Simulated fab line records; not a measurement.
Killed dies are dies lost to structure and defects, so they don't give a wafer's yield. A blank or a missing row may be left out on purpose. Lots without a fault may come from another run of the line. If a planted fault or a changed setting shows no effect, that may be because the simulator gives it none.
What tool caused it? | flow gf180mcu | 11 lots with 33 wafers sampled at 4 steps, on a route of 602 steps

WHAT THE GAUGES READ, wafer by wafer
GF_V1_RS_MEAS_24: measures by four-point-probe.
lot  | measured     | on           | V1_W_RS (ohm/sq)
L715 | day 17 21:44 | filmMetro-02 | 0.329 0.332 0.321
L716 | day 18 13:31 | filmMetro-02 | 0.324 0.330 0.318
L717 | day 18 14:54 | filmMetro-01 | 0.328 0.329 0.312
L720 | day 19 15:32 | filmMetro-02 | 0.322 0.329 0.320
L721 | day 19 22:57 | filmMetro-02 | 0.331 0.320 0.332
L722 | day 20 13:57 | filmMetro-03 | 0.330 0.317 0.331
L724 | day 21 14:20 | filmMetro-03 | 0.317 0.326 0.317
L728 | day 23 00:40 | filmMetro-02 | 0.329 0.332 0.321
L729 | day 23 01:08 | filmMetro-01 | 0.329 0.325 0.318
L731 | day 23 22:13 | filmMetro-01 | 0.320 0.331 0.327
L737 | day 25 10:41 | filmMetro-03 | 0.321 0.334 0.242 0.320 0.333 0.242

WHAT TOOL EACH LOT RAN ON (gives the tool, then ch and the chambers of the sampled wafers, and finally the start)
lot  | GF_M1_SPUTTER_01            | GF_V1_ETCH_16                     | GF_V1_CVD_23
L715 | pvdSputter-04, day 15 20:54 | rieDiel-03 ch 2,3, day 17 20:49   | cvdW-02 ch 0,1, day 17 21:37
L716 | pvdSputter-02, day 16 12:11 | rieDiel-02 ch 0,1,2, day 18 12:37 | cvdW-01 ch 0,1, day 18 13:23
L717 | pvdSputter-04, day 16 13:11 | rieDiel-04 ch 1,2,3, day 18 14:01 | cvdW-01 ch 0,1, day 18 14:47
L720 | pvdSputter-04, day 17 12:38 | rieDiel-04 ch 2,3, day 19 14:40   | cvdW-01 ch 0,1, day 19 15:26
L721 | pvdSputter-03, day 17 19:07 | rieDiel-02 ch 1,2, day 19 22:01   | cvdW-01 ch 0,1, day 19 22:49
L722 | pvdSputter-03, day 18 09:50 | rieDiel-03 ch 0,1,3, day 20 13:04 | cvdW-01 ch 0,1, day 20 13:49
L724 | pvdSputter-03, day 19 11:12 | rieDiel-03 ch 0,1,3, day 21 13:25 | cvdW-01 ch 0,1, day 21 14:13
L728 | pvdSputter-02, day 20 21:45 | rieDiel-02 ch 0,2,3, day 22 23:46 | cvdW-01 ch 0,1, day 23 00:32
L729 | pvdSputter-03, day 20 23:27 | rieDiel-03 ch 0,1,2, day 23 00:14 | cvdW-01 ch 0,1, day 23 01:00
L731 | pvdSputter-04, day 21 22:09 | rieDiel-02 ch 0,2,3, day 23 21:19 | cvdW-01 ch 0,1, day 23 22:05
L737 | pvdSputter-04, day 23 13:10 | rieDiel-02 ch 0,1, day 25 09:47   | cvdW-01 ch 0,1, day 25 10:35
- GF_M1_SPUTTER_01: material TiN, target thk 30 nm, time 25 s.
- GF_V1_ETCH_16: etches BARC in N2/H2.
- GF_V1_CVD_23: deposits W, target thk 350 nm, time 105.05 s.

THE ANSWER, worked out from the rows above alone
Rule: the usual values come from the lots themselves. Put in order of their means at a reading, lots are off if they are a third of the lots or fewer, leave a main group of 4 or more, and stand apart from it by a gap of 3 or more times the standard deviation of the main group's means; of several such gaps the widest counts. If all means in a main group match to the digits the tables above print for the reading, that group is not used. A lot without any number at a reading at which 4 lots or more have one is off too. Any other lot the step has rows for is counted as sound.
Off: L737, seen at GF_V1_RS_MEAS_24 (V1_W_RS). Mean 0.325 ohm/sq and standard deviation 0.0023 in the main group.
A tool fits if, at a process step before that reading, it ran every lot that is off, and no sound lot after the first of them. Gauges at GF_V1_RS_MEAS_24: tried the same way as those tools. Can't be told from this: 4 tools fit, pvdSputter-04 at GF_M1_SPUTTER_01, rieDiel-02 at GF_V1_ETCH_16, cvdW-01 at GF_V1_CVD_23, filmMetro-03 at GF_V1_RS_MEAS_24.

WHAT THE SIMULATOR HAD INSERTED
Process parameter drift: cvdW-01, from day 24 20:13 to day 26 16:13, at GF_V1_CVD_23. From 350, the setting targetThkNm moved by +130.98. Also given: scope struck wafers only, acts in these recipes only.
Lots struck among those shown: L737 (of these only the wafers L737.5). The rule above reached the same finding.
